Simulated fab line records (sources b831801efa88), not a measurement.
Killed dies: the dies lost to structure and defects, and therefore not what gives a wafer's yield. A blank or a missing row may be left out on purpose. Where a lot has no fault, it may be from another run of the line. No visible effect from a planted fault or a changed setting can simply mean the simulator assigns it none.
The tool behind it: which one? -- flow gf180mcu -- 11 lots with 33 wafers sampled at 3 steps, on a route of 602 steps

WHAT EACH GAUGE READ, for each wafer
GF_V1_RS_MEAS_24: uses a four-point probe to measure.
lot,measured,on,V1_W_RS (ohm/sq)
L808,day 18 21:43,film-metro-02,0.329 0.328 0.331
L811,day 19 15:58,film-metro-01,0.330 0.330 0.329
L812,day 20 09:30,film-metro-02,0.321 0.321 0.316
L814,day 20 22:36,film-metro-01,0.321 0.321 0.326
L815,day 21 04:41,film-metro-02,0.333 0.332 0.329
L819,day 22 14:20,film-metro-02,0.203 0.204 0.203 0.203 0.204 0.202
L820,day 23 05:43,film-metro-03,0.201 0.203 0.203 0.201 0.202 0.202
L821,day 23 09:51,film-metro-01,0.325 0.330 0.336
L822,day 23 18:13,film-metro-01,0.330 0.333 0.328
L829,day 26 00:14,film-metro-02,0.329 0.334 0.323
L830,day 26 01:07,film-metro-02,0.320 0.330 0.325

TOOL THAT RAN EACH LOT (tool first, then ch and the chambers of the sampled wafers, then the start)
lot,GF_V1_SPUTTER_22,GF_V1_CVD_23
L808,"pvd-sputter-04, day 18 21:34","cvd-w-02 ch 0,1, day 18 21:36"
L811,"pvd-sputter-04, day 19 15:48","cvd-w-02 ch 0,1, day 19 15:50"
L812,"pvd-sputter-01, day 20 09:21","cvd-w-01 ch 0,1, day 20 09:23"
L814,"pvd-sputter-02, day 20 22:27","cvd-w-01 ch 0,1, day 20 22:29"
L815,"pvd-sputter-02, day 21 04:31","cvd-w-01 ch 0,1, day 21 04:34"
L819,"pvd-sputter-02, day 22 14:03","cvd-w-01 ch 0, day 22 14:07"
L820,"pvd-sputter-01, day 23 05:26","cvd-w-01 ch 0, day 23 05:31"
L821,"pvd-sputter-01, day 23 09:41","cvd-w-02 ch 0,1, day 23 09:43"
L822,"pvd-sputter-02, day 23 18:00","cvd-w-02 ch 0,1, day 23 18:05"
L829,"pvd-sputter-02, day 26 00:03","cvd-w-01 ch 0,1, day 26 00:05"
L830,"pvd-sputter-01, day 26 00:57","cvd-w-01 ch 0,1, day 26 00:59"
- GF_V1_SPUTTER_22: material TiN, target thk 10 nm, time 40 s.
- GF_V1_CVD_23: deposits W, target thk 350 nm, time 105.05 s.

THE ANSWER, worked out from the rows above alone
Rule: the usual values come from the lots themselves. Put in order of their means at a reading, lots are off if they are a third of the lots or fewer, leave a main group of 4 or more, and stand apart from it by a gap of 3 or more times the standard deviation of the main group's means; of several such gaps the widest counts. A main group is skipped when, at the precision printed for the reading in the tables above, its means are all equal. Also off: a lot with no number at a reading for which 4 or more lots have one. The other lots that the step has rows for count as sound.
Off: L819, L820, seen at GF_V1_RS_MEAS_24 (V1_W_RS). The main group has a mean of 0.327 ohm/sq with a standard deviation of 0.0039.
If a tool, at a process step before that reading, ran all the lots that are off and no sound lot after the first of them, it fits. The gauges at GF_V1_RS_MEAS_24 are tried like those tools. No candidate that was tried fits.

WHAT THE SIMULATOR HAD INSERTED
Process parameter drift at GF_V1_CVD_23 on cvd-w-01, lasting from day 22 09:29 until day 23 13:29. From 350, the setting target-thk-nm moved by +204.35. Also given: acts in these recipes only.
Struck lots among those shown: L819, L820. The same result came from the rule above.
